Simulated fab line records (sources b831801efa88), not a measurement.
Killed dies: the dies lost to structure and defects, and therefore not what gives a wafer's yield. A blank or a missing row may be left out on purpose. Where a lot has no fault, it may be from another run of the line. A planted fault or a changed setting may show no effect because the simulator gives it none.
fab line records	flow sky130
[record] lots = 24	wafers = 72	last-day = 50
route steps=708 shown NWELL@67 VT_ADJUST_PCH@150 METAL1@435 VIA1@478 VIA2@509 METAL4@598
lots with no fault: from the same line, run without faults
start-h: hours from the record's opening day to when the first of the lot's shown wafers began	wait-h: hours from the lot's prior step to this one	" unchanged from the row above	L1.1+2: a row that stands for several wafers	- either no value or no given start	* or withheld: withheld	< > ~ a bound
route shown NAME@n: names a module that has steps shown in the file, with the first one's number in the route	usual: average and standard deviation across the fault-free wafers	same: alike in all rows	chamber/n: place in a boat	sites: per-site readings	_std_site: standard deviation across them	_edge_site: the outer-site mean with the inner-site mean subtracted	radius-mm: how far each site lies from the wafer's centre	mask NAME#n: copy n	behind: the last tool/chamber to shape the wafer	hold: cause of the lot's hold/its duration in hours/its outcome	device: which transistor (n, p or np) failed to switch	end of line: the tests these same wafers got at the end of their route	where a step has no rows: the recipe by itself	killed: dies that structure and defects cost at the first sort, which is not the same as the wafer's yield	map: the dies of a wafer, with x for killed, . for not killed, _ for no die there
set.NAME: the run value of the setting; set.NAME@STEP: its run value at that earlier step	model.NAME: the simulator's own value behind a step, which no gauge read
steps of the route over a sample of lots; a table a step, a row a wafer
services: the hour from which a tool's chamber was out of use, counted from the record's first day as start-h (under 0 if before that day), plus the number of hours and why
[[steps]]
[step SKY_NWELL_STRIP_14]
[recipe] chemistry = O2/N2	power-w = 1400	pressure-mtorr = 1500	platen-temp-c = withheld	o2-flow-sccm = 3000	n2-flow-sccm = 300	overash-fraction = 0.5
[usual] drypump-motor-current-A = 5.6/0.41	oes-product-au = 0.723/0.0046	strip-time-to-endpoint-s = 36.94/0.1
lot.wafer	tool	chamber	start-h	wait-h	drypump-motor-current-A	oes-product-au	rf-hours-counter-h	strip-time-to-endpoint-s
L074.2	plasma-asher-03	1	84.12	0.1	5.4	0.722	41	36.77
L074.3	"	1	"	"	5.4	0.722	-	36.82
L074.6	"	0	"	"	5.8	0.721	-	36.66
L075.1	plasma-asher-02	0	88.62	0.1	5.1	0.727	27	36.87
L075.3	"	1	"	"	5.9	0.723	-	36.75
L075.4	"	0	"	"	5.1	0.729	-	36.87
L076.2	plasma-asher-01	1	94.42	0.1	6.2	0.729	42	36.97
L076.3	"	1	"	"	6.2	0.720	-	36.83
L076.6	"	0	"	"	5.3	0.721	-	36.90
L077.3	plasma-asher-01	0	100.61	0.1	5.2	0.725	-	36.96
L077.4	"	1	"	"	6.2	0.723	-	36.94
L077.6	"	1	"	"	6.2	0.731	-	36.97
L078.1	plasma-asher-02	1	109.12	0.1	5.9	0.722	29	37.01
L078.4	"	1	"	"	5.9	0.722	-	36.88
L078.5	"	1	"	"	5.9	0.714	-	37.01
L079.1	plasma-asher-01	0	120.22	0.1	5.2	0.727	0	36.70
L079.2	"	1	"	"	6.2	0.723	0	36.79
L079.4	"	1	"	"	6.2	0.718	-	36.73
L080.1	plasma-asher-02	1	124.92	0.1	5.9	0.722	31	37.01
L080.4	"	0	"	"	5.1	0.717	-	36.89
L080.5	"	1	"	"	5.9	0.729	-	36.87
L081.1	plasma-asher-03	1	134.07	0.1	5.4	0.726	46	36.98
L081.4	"	1	"	"	5.5	0.729	-	37.02
L081.5	"	1	"	"	5.5	0.728	-	36.98
L082.2	plasma-asher-02	1	136.32	0.1	5.9	0.720	32	36.88
L082.4	"	1	"	"	5.9	0.724	-	37.00
L082.6	"	1	"	"	5.9	0.717	-	37.03
L083.2	plasma-asher-02	0	144.32	0.1	5.1	0.720	32	36.78
L083.4	"	0	"	"	5.1	0.728	-	36.83
L083.5	"	1	"	"	5.9	0.719	-	36.97
L084.3	plasma-asher-03	1	146.90	0.1	5.4	0.716	-	37.03
L084.4	"	0	"	"	5.8	0.725	-	37.04
L084.5	"	0	"	"	5.8	0.729	-	37.11
L085.1	plasma-asher-02	0	154.32	0.1	5.1	0.727	33	36.99
L085.2	"	1	"	"	5.9	0.715	33	37.04
L085.6	"	0	"	"	5.1	0.718	-	37.01
L086.1	plasma-asher-03	0	160.17	0.1	5.8	0.725	49	36.99
L086.2	"	1	"	"	5.5	0.717	49	36.98
L086.6	"	1	"	"	5.5	0.724	-	36.97
L087.1	plasma-asher-01	0	161.47	0.1	5.3	0.720	4	36.98
L087.2	"	1	"	"	6.2	0.722	4	36.99
L087.6	"	0	"	"	5.3	0.725	-	37.01
L088.1	plasma-asher-02	0	168.27	0.1	5.1	0.724	35	36.98
L088.3	"	1	"	"	5.9	0.721	-	36.96
L088.6	"	1	"	"	5.9	0.726	-	36.97
L089.3	plasma-asher-01	0	172.25	0.1	5.2	0.722	-	36.91
L089.4	"	1	"	"	6.2	0.726	-	36.78
L089.6	"	1	"	"	6.2	0.718	-	36.84
L090.2	plasma-asher-01	1	177.82	0.1	6.2	0.726	6	37.09
L090.3	"	0	"	"	5.2	0.716	-	36.99
L090.6	"	0	"	"	5.2	0.727	-	36.87
L091.1	plasma-asher-02	1	184.22	0.1	5.9	0.726	37	36.93
L091.2	"	0	"	"	5.1	0.720	37	36.90
L091.4	"	1	"	"	5.9	0.722	-	36.89
L092.1	plasma-asher-02	1	190.52	0.1	5.9	0.723	37	37.06
L092.3	"	1	"	"	5.9	0.727	-	37.03
L092.5	"	1	"	"	5.9	0.725	-	37.03
L093.2	plasma-asher-01	0	197.57	0.1	5.2	0.714	8	36.89
L093.3	"	0	"	"	5.2	0.723	-	36.79
L093.5	"	1	"	"	6.2	0.730	-	36.91
L094.1	plasma-asher-01	0	206.77	0.1	5.2	0.717	9	36.99
L094.2	"	1	"	"	6.2	0.723	9	37.07
L094.6	"	0	"	"	5.3	0.725	-	37.12
L095.2	plasma-asher-01	1	208.62	0.1	6.2	0.726	9	37.09
L095.3	"	1	"	"	6.2	0.726	-	37.09
L095.6	"	1	"	"	6.2	0.720	-	37.12
L096.2	plasma-asher-03	0	212.52	0.1	5.8	0.719	54	36.89
L096.4	"	1	"	"	5.5	0.722	-	36.88
L096.5	"	1	"	"	5.5	0.723	-	36.97
L097.2	plasma-asher-02	0	221.82	0.1	5.1	0.716	41	36.95
L097.3	"	1	"	"	5.9	0.723	-	36.95
L097.4	"	0	"	"	5.1	0.731	-	36.91
[step SKY_VT_ADJUST_PCH_OVL_MEAS_07]
[usual] VT_ADJUST_PCH_OVL = 0.3/1.2
lot.wafer	tool	chamber	start-h	wait-h	VT_ADJUST_PCH_OVL[nm]
L074.2	overlay-01	-	221.69	-	-1.5
L074.3	"	-	"	"	-0.9
L074.6	"	-	"	"	-1.5
L075.1	overlay-01	-	229.94	-	0.6
L075.3	"	-	"	"	-0.9
L075.4	"	-	"	"	0.1
L076.2	overlay-01	-	233.84	-	1.2
L076.3	"	-	"	"	1.4
L076.6	"	-	"	"	-0.3
L077.3	overlay-02	-	243.45	-	-0.5
L077.4	"	-	"	"	0.6
L077.6	"	-	"	"	-0.4
L078.1	overlay-02	-	255.03	-	-0.3
L078.4	"	-	"	"	1.5
L078.5	"	-	"	"	0.2
L079.1	overlay-01	-	266.99	-	1.5
L079.2	"	-	"	"	0.4
L079.4	"	-	"	"	-0.6
L080.1	overlay-01	-	272.64	-	-0.1
L080.4	"	-	"	"	1.2
L080.5	"	-	"	"	1.9
L081.1	overlay-02	-	283.08	-	0.3
L081.4	"	-	"	"	0.6
L081.5	"	-	"	"	2.4
L082.2	overlay-01	-	289.44	-	0.9
L082.4	"	-	"	"	0.3
L082.6	"	-	"	"	-0.9
L083.2	overlay-02	-	300.34	-	0.8
L083.4	"	-	"	"	0.8
L083.5	"	-	"	"	1.0
L084.3	overlay-02	-	302.55	-	-1.3
L084.4	"	-	"	"	0.9
L084.5	"	-	"	"	0.1
L085.1	overlay-02	-	313.08	-	-0.4
L085.2	"	-	"	"	-0.5
L085.6	"	-	"	"	-1.0
L086.1	overlay-02	-	319.13	-	1.0
L086.2	"	-	"	"	0.0
L086.6	"	-	"	"	0.9
L087.1	overlay-02	-	321.78	-	2.6
L087.2	"	-	"	"	-0.4
L087.6	"	-	"	"	2.1
L088.1	overlay-02	-	329.43	-	-0.9
L088.3	"	-	"	"	0.8
L088.6	"	-	"	"	-0.9
L089.3	overlay-01	-	335.10	-	1.7
L089.4	"	-	"	"	1.8
L089.6	"	-	"	"	1.7
L090.2	overlay-02	-	344.14	-	-0.7
L090.3	"	-	"	"	0.3
L090.6	"	-	"	"	-0.2
L091.1	overlay-02	-	352.53	-	-0.2
L091.2	"	-	"	"	0.7
L091.4	"	-	"	"	-0.2
L092.1	overlay-01	-	357.19	-	-1.7
L092.3	"	-	"	"	-1.7
L092.5	"	-	"	"	-2.4
L093.2	overlay-01	-	369.09	-	0.6
L093.3	"	-	"	"	2.1
L093.5	"	-	"	"	-0.5
L094.1	overlay-01	-	382.68	-	0.7
L094.2	"	-	"	"	-0.3
L094.6	"	-	"	"	1.5
L095.2	overlay-02	-	384.44	-	0.6
L095.3	"	-	"	"	-0.7
L095.6	"	-	"	"	-0.9
L096.2	overlay-02	-	386.74	-	1.2
L096.4	"	-	"	"	0.7
L096.5	"	-	"	"	0.9
L097.2	overlay-02	-	401.34	-	0.9
L097.3	"	-	"	"	1.8
L097.4	"	-	"	"	1.1
[step SKY_METAL1_SPUTTER_01]
[recipe] material = TiN	target-thk-nm = 20	power-w = 6500	time-s = 16.7	chamber-pressure-pa = 0.4
[usual] throttle-valve-pct = 29.9/1.5
[same] time-s = 16.7
lot.wafer	tool	chamber	start-h	wait-h	throttle-valve-pct
L074.2	pvd-sputter-03	-	732.23	0.0	31.3
L074.3	"	-	"	"	27.8
L074.6	"	-	"	"	28.1
L075.1	pvd-sputter-02	-	739.07	0.0	31.5
L075.3	"	-	"	"	30.4
L075.4	"	-	"	"	30.6
L076.2	pvd-sputter-03	-	739.67	0.0	27.9
L076.3	"	-	"	"	31.4
L076.6	"	-	"	"	30.5
L077.3	pvd-sputter-01	-	760.18	0.0	28.9
L077.4	"	-	"	"	27.5
L077.6	"	-	"	"	27.6
L078.1	pvd-sputter-02	-	761.93	0.0	30.7
L078.4	"	-	"	"	30.7
L078.5	"	-	"	"	30.3
L079.1	pvd-sputter-03	-	784.34	0.0	31.6
L079.2	"	-	"	"	31.6
L079.4	"	-	"	"	30.5
L080.1	pvd-sputter-01	-	786.10	0.0	27.4
L080.4	"	-	"	"	28.9
L080.5	"	-	"	"	29.2
L082.2	pvd-sputter-01	-	815.40	0.0	32.3
L082.4	"	-	"	"	29.2
L082.6	"	-	"	"	29.3
L081.1	pvd-sputter-01	-	817.63	0.0	32.2
L081.4	"	-	"	"	28.5
L081.5	"	-	"	"	29.2
L084.3	pvd-sputter-01	-	818.14	0.0	32.2
L084.4	"	-	"	"	27.7
L084.5	"	-	"	"	32.1
L083.2	pvd-sputter-02	-	819.17	0.0	30.6
L083.4	"	-	"	"	30.5
L083.5	"	-	"	"	30.4
L085.1	pvd-sputter-02	-	824.44	0.0	30.8
L085.2	"	-	"	"	29.9
L085.6	"	-	"	"	30.6
L086.1	pvd-sputter-03	-	831.88	0.0	31.4
L086.2	"	-	"	"	31.3
L086.6	"	-	"	"	30.7
L087.1	pvd-sputter-01	-	835.57	0.0	27.6
L087.2	"	-	"	"	32.5
L087.6	"	-	"	"	32.0
L088.1	pvd-sputter-01	-	841.48	0.0	28.5
L088.3	"	-	"	"	29.4
L088.6	"	-	"	"	28.7
L089.3	pvd-sputter-02	-	847.54	0.0	31.6
L089.4	"	-	"	"	30.4
L089.6	"	-	"	"	30.1
L090.2	pvd-sputter-01	-	848.23	0.0	32.0
L090.3	"	-	"	"	29.4
L090.6	"	-	"	"	27.6
L091.1	pvd-sputter-02	-	865.48	0.0	31.4
L091.2	"	-	"	"	30.7
L091.4	"	-	"	"	30.6
L092.1	pvd-sputter-01	-	866.74	0.0	29.0
L092.3	"	-	"	"	29.4
L092.5	"	-	"	"	32.0
L093.2	pvd-sputter-01	-	876.42	0.0	32.3
L093.3	"	-	"	"	27.6
L093.5	"	-	"	"	28.6
L094.1	pvd-sputter-01	-	887.75	0.0	27.5
L094.2	"	-	"	"	32.2
L094.6	"	-	"	"	28.8
L095.2	pvd-sputter-03	-	889.86	0.0	31.3
L095.3	"	-	"	"	30.5
L095.6	"	-	"	"	28.0
L096.2	pvd-sputter-01	-	892.76	0.0	27.6
L096.4	"	-	"	"	32.4
L096.5	"	-	"	"	29.5
L097.2	pvd-sputter-01	-	904.90	0.0	27.8
L097.3	"	-	"	"	28.5
L097.4	"	-	"	"	29.7
[step SKY_VIA1_SPUTTER_20]
[recipe] material = TiN	target-thk-nm = 20	chamber-pressure-pa = 5	power-w = 4000	time-s = 80
[usual] throttle-valve-pct = 30.4/1.1
[same] time-s = 80
lot.wafer	tool	chamber	start-h	wait-h	throttle-valve-pct
L074.2	pvd-sputter-02	-	788.63	0.0	31.4
L074.3	"	-	"	"	30.2
L074.6	"	-	"	"	30.9
L075.1	pvd-sputter-02	-	794.71	0.0	31.4
L075.3	"	-	"	"	30.5
L075.4	"	-	"	"	30.5
L076.2	pvd-sputter-04	-	795.03	0.0	30.1
L076.3	"	-	"	"	30.6
L076.6	"	-	"	"	31.6
L077.3	pvd-sputter-02	-	814.74	0.0	31.6
L077.4	"	-	"	"	30.2
L077.6	"	-	"	"	30.5
L078.1	pvd-sputter-04	-	817.62	0.0	31.7
L078.4	"	-	"	"	30.2
L078.5	"	-	"	"	31.7
L079.1	pvd-sputter-02	-	838.87	0.0	30.4
L079.2	"	-	"	"	30.2
L079.4	"	-	"	"	30.5
L080.1	pvd-sputter-01	-	840.72	0.0	29.3
L080.4	"	-	"	"	28.7
L080.5	"	-	"	"	32.0
L082.2	pvd-sputter-04	-	869.90	0.0	30.0
L082.4	"	-	"	"	31.5
L082.6	"	-	"	"	31.8
L081.1	pvd-sputter-04	-	872.27	0.0	31.5
L081.4	"	-	"	"	30.5
L081.5	"	-	"	"	30.2
L084.3	pvd-sputter-04	-	873.22	0.0	30.0
L084.4	"	-	"	"	31.9
L084.5	"	-	"	"	31.4
L083.2	pvd-sputter-01	-	873.57	0.0	32.1
L083.4	"	-	"	"	28.8
L083.5	"	-	"	"	29.2
L085.1	pvd-sputter-02	-	878.82	0.0	30.1
L085.2	"	-	"	"	31.7
L085.6	"	-	"	"	31.7
L086.1	pvd-sputter-04	-	886.68	0.0	30.1
L086.2	"	-	"	"	30.0
L086.6	"	-	"	"	31.3
L087.1	pvd-sputter-02	-	889.65	0.0	31.4
L087.2	"	-	"	"	30.5
L087.6	"	-	"	"	30.0
L088.1	pvd-sputter-01	-	896.15	0.0	28.6
L088.3	"	-	"	"	29.3
L088.6	"	-	"	"	32.4
L089.3	pvd-sputter-04	-	902.16	0.0	30.1
L089.4	"	-	"	"	30.2
L089.6	"	-	"	"	31.6
L090.2	pvd-sputter-01	-	902.46	0.0	29.3
L090.3	"	-	"	"	27.3
L090.6	"	-	"	"	32.1
L091.1	pvd-sputter-04	-	919.36	0.0	30.6
L091.2	"	-	"	"	30.2
L091.4	"	-	"	"	30.2
L092.1	pvd-sputter-01	-	920.51	0.0	28.4
L092.3	"	-	"	"	27.6
L092.5	"	-	"	"	27.7
L093.2	pvd-sputter-04	-	929.12	0.0	29.9
L093.3	"	-	"	"	31.6
L093.5	"	-	"	"	30.0
L094.1	pvd-sputter-04	-	940.40	0.0	29.9
L094.2	"	-	"	"	31.7
L094.6	"	-	"	"	31.8
L095.2	pvd-sputter-01	-	941.00	0.0	27.4
L095.3	"	-	"	"	29.3
L095.6	"	-	"	"	32.2
L096.2	pvd-sputter-01	-	943.97	0.0	29.6
L096.4	"	-	"	"	28.7
L096.5	"	-	"	"	29.4
L097.2	pvd-sputter-02	-	955.98	0.0	30.6
L097.3	"	-	"	"	30.8
L097.4	"	-	"	"	31.6
[step SKY_VIA2_CMP_02]
[recipe] material = SiO2	down-force-psi = 4	platen-rpm = 60	pad-velocity-m-s = 0.94248
[usual] edge-zone-pressure-frac = 1.000/0.0048	motor-current-A = 12.0/1.1	slurry-filter-dp-kPa = 13.51/0.14
lot.wafer	tool	chamber	start-h	wait-h	edge-zone-pressure-frac	motor-current-A	slurry-filter-dp-kPa
L074.2	cmp-02	3	817.15	0.1	1.009	11.2	13.62
L074.3	"	0	"	"	1.006	12.3	13.44
L074.6	"	2	"	"	0.997	13.0	13.47
L075.1	cmp-01	0	823.19	0.1	0.998	12.8	13.63
L075.4	"	1	"	"	0.998	10.2	13.46
L075.3	"	2	"	"	1.001	13.0	13.28
L076.2	cmp-01	2	824.09	0.0	0.996	13.0	13.44
L076.3	"	1	"	"	1.004	11.0	13.52
L076.6	"	3	"	"	1.000	12.6	13.57
L077.4	cmp-01	1	843.06	0.1	0.996	10.5	13.71
L077.3	"	2	"	"	0.997	13.5	13.66
L077.6	"	1	"	"	0.992	11.1	13.36
L078.1	cmp-02	1	845.95	0.1	1.001	10.0	13.31
L078.4	"	2	"	"	0.991	12.3	13.58
L078.5	"	1	"	"	0.994	9.8	13.40
L079.4	cmp-01	1	866.45	0.0	1.003	10.8	13.40
L079.1	"	2	"	"	0.998	13.0	13.37
L079.2	"	3	"	"	1.000	12.4	13.51
L080.1	cmp-01	1	868.65	0.1	1.003	10.6	13.34
L080.4	"	3	"	"	0.996	13.2	13.44
L080.5	"	0	"	"	0.999	12.2	13.45
L082.4	cmp-01	3	897.72	0.1	1.010	12.7	13.39
L082.2	"	1	"	"	1.003	10.5	13.51
L082.6	"	3	"	"	1.004	12.4	13.60
L081.1	cmp-01	1	900.25	0.1	1.000	11.1	13.33
L081.4	"	3	"	"	1.006	12.9	13.65
L081.5	"	1	"	"	1.006	10.0	13.54
L084.3	cmp-02	3	900.90	0.0	1.001	11.1	13.44
L084.4	"	0	"	"	1.006	12.1	13.51
L084.5	"	0	"	"	1.001	11.6	13.41
L083.4	cmp-01	0	901.26	0.1	0.996	12.6	13.72
L083.2	"	2	"	"	0.992	12.9	13.61
L083.5	"	3	"	"	1.006	12.7	13.32
L085.2	cmp-01	3	906.65	0.1	1.002	12.7	13.48
L085.1	"	1	"	"	0.999	11.1	13.45
L085.6	"	3	"	"	0.996	12.4	13.75
L086.1	cmp-02	3	913.78	0.1	0.998	10.8	13.53
L086.2	"	1	"	"	1.004	10.5	13.47
L086.6	"	3	"	"	1.000	10.9	13.65
L087.2	cmp-02	3	916.62	0.1	0.997	11.2	13.67
L087.1	"	1	"	"	0.990	10.1	13.81
L087.6	"	2	"	"	0.997	13.1	13.47
L088.1	cmp-01	2	922.42	0.1	0.996	13.4	13.48
L088.3	"	0	"	"	0.991	12.4	13.30
L088.6	"	1	"	"	1.001	10.5	13.68
L089.3	cmp-01	3	928.90	0.0	0.991	12.6	13.42
L089.4	"	2	"	"	1.011	13.6	13.21
L089.6	"	3	"	"	0.995	12.6	13.32
L090.3	cmp-02	1	929.15	0.1	0.991	10.5	13.52
L090.2	"	2	"	"	0.999	13.0	13.40
L090.6	"	1	"	"	0.993	9.3	13.52
L091.1	cmp-01	2	945.35	0.1	1.001	12.7	13.61
L091.4	"	0	"	"	1.000	11.6	13.76
L091.2	"	1	"	"	1.009	10.4	13.71
L092.3	cmp-02	3	946.80	0.0	1.000	11.7	13.63
L092.1	"	2	"	"	1.000	13.3	13.65
L092.5	"	0	"	"	1.002	11.4	13.38
L093.2	cmp-01	2	955.30	0.0	1.003	12.9	13.32
L093.3	"	1	"	"	1.003	11.6	13.40
L093.5	"	2	"	"	1.010	13.8	13.47
L094.2	cmp-02	0	966.11	0.1	1.000	11.6	13.42
L094.1	"	1	"	"	0.996	9.6	13.57
L094.6	"	3	"	"	0.993	10.9	13.46
L095.3	cmp-02	2	966.96	0.0	1.003	13.0	13.58
L095.2	"	0	"	"	1.002	12.2	13.58
L095.6	"	2	"	"	0.997	12.3	13.61
L096.4	cmp-01	3	969.81	0.0	1.003	12.2	13.70
L096.2	"	0	"	"	1.002	12.1	13.74
L096.5	"	0	"	"	0.999	13.1	13.71
L097.3	cmp-01	2	982.44	0.1	0.996	13.5	13.28
L097.2	"	3	"	"	1.007	12.7	13.47
L097.4	"	0	"	"	0.994	12.4	13.27
[step SKY_METAL4_SPUTTER_00]
[recipe] material = Ti	target-thk-nm = 15	power-w = 3000	time-s = 10	chamber-pressure-pa = 0.4
[usual] throttle-valve-pct = 30.1/1.4
[same] time-s = 10
lot.wafer	tool	chamber	start-h	wait-h	throttle-valve-pct
L074.2	pvd-sputter-01	-	927.08	0.1	27.5
L074.3	"	-	"	"	32.4
L074.6	"	-	"	"	28.6
L075.1	pvd-sputter-04	-	930.59	0.2	31.3
L075.3	"	-	"	"	30.4
L075.4	"	-	"	"	30.1
L076.2	pvd-sputter-01	-	932.70	0.1	28.6
L076.3	"	-	"	"	29.4
L076.6	"	-	"	"	27.4
L077.3	pvd-sputter-04	-	950.36	0.2	30.0
L077.4	"	-	"	"	30.5
L077.6	"	-	"	"	30.3
L078.1	pvd-sputter-04	-	952.16	0.1	30.0
L078.4	"	-	"	"	30.3
L078.5	"	-	"	"	31.5
L079.1	pvd-sputter-03	-	972.29	0.2	31.7
L079.2	"	-	"	"	28.0
L079.4	"	-	"	"	30.9
L080.1	pvd-sputter-03	-	973.64	0.1	31.3
L080.4	"	-	"	"	27.9
L080.5	"	-	"	"	28.0
L082.2	pvd-sputter-03	-	1001.38	0.2	31.2
L082.4	"	-	"	"	31.7
L082.6	"	-	"	"	28.1
L081.1	pvd-sputter-01	-	1003.37	0.2	28.5
L081.4	"	-	"	"	29.3
L081.5	"	-	"	"	29.7
L084.3	pvd-sputter-01	-	1003.90	0.2	32.4
L084.4	"	-	"	"	27.9
L084.5	"	-	"	"	27.4
L083.2	pvd-sputter-04	-	1004.22	0.1	30.0
L083.4	"	-	"	"	30.3
L083.5	"	-	"	"	31.6
L085.1	pvd-sputter-01	-	1009.58	0.1	32.4
L085.2	"	-	"	"	28.6
L085.6	"	-	"	"	27.6
L086.1	pvd-sputter-03	-	1014.76	0.1	30.5
L086.2	"	-	"	"	31.2
L086.6	"	-	"	"	31.1
L087.1	pvd-sputter-01	-	1016.70	0.1	29.5
L087.2	"	-	"	"	27.4
L087.6	"	-	"	"	29.2
L088.1	pvd-sputter-04	-	1023.73	0.1	30.1
L088.3	"	-	"	"	30.1
L088.6	"	-	"	"	30.2
L089.3	pvd-sputter-03	-	1028.65	0.1	31.5
L089.4	"	-	"	"	30.6
L089.6	"	-	"	"	30.5
L090.2	pvd-sputter-04	-	1030.14	0.2	30.1
L090.3	"	-	"	"	31.5
L090.6	"	-	"	"	30.6
L091.1	pvd-sputter-04	-	1043.90	0.2	30.5
L091.2	"	-	"	"	30.0
L091.4	"	-	"	"	31.5
L092.1	pvd-sputter-01	-	1044.45	0.2	28.4
L092.3	"	-	"	"	29.4
L092.5	"	-	"	"	32.2
L093.2	pvd-sputter-01	-	1054.50	0.1	32.1
L093.3	"	-	"	"	29.4
L093.5	"	-	"	"	32.0
L094.1	pvd-sputter-04	-	1062.04	0.1	30.2
L094.2	"	-	"	"	30.2
L094.6	"	-	"	"	30.4
L095.2	pvd-sputter-01	-	1064.73	0.2	32.3
L095.3	"	-	"	"	29.3
L095.6	"	-	"	"	32.4
L096.2	pvd-sputter-01	-	1066.43	0.2	29.3
L096.4	"	-	"	"	32.2
L096.5	"	-	"	"	27.7
L097.2	pvd-sputter-04	-	1078.35	0.1	30.2
L097.3	"	-	"	"	30.0
L097.4	"	-	"	"	30.1
[[services]]
tool	chamber	start-h	hours	kind
pvd-sputter-01	-	74.47	1.0	repair
cmp-01	-	97.17	6.4	repair
pvd-sputter-04	-	101.03	6.3	repair
cmp-01	-	124.22	4.2	repair
cmp-01	-	133.10	8.2	pm
cmp-01	-	141.30	6.4	pm
pvd-sputter-01	-	147.84	0.6	repair
cmp-01	-	162.31	2.2	repair
cmp-01	-	178.53	2.2	repair
pvd-sputter-01	-	225.59	1.0	repair
cmp-01	-	232.00	4.0	pm
pvd-sputter-04	-	256.55	4.7	repair
cmp-01	-	265.28	0.5	repair
cmp-01	-	334.91	2.6	repair
pvd-sputter-01	-	347.13	2.5	repair
cmp-01	-	349.96	2.5	repair
cmp-01	-	351.79	1.2	repair
cmp-01	-	359.84	12.7	pm
pvd-sputter-04	-	387.06	4.4	repair
pvd-sputter-01	-	518.22	1.8	repair
pvd-sputter-04	-	663.84	1.7	repair
pvd-sputter-04	-	687.90	7.4	repair
pvd-sputter-01	-	750.50	2.2	repair
pvd-sputter-01	-	910.54	0.6	repair
[[key]]
fault none
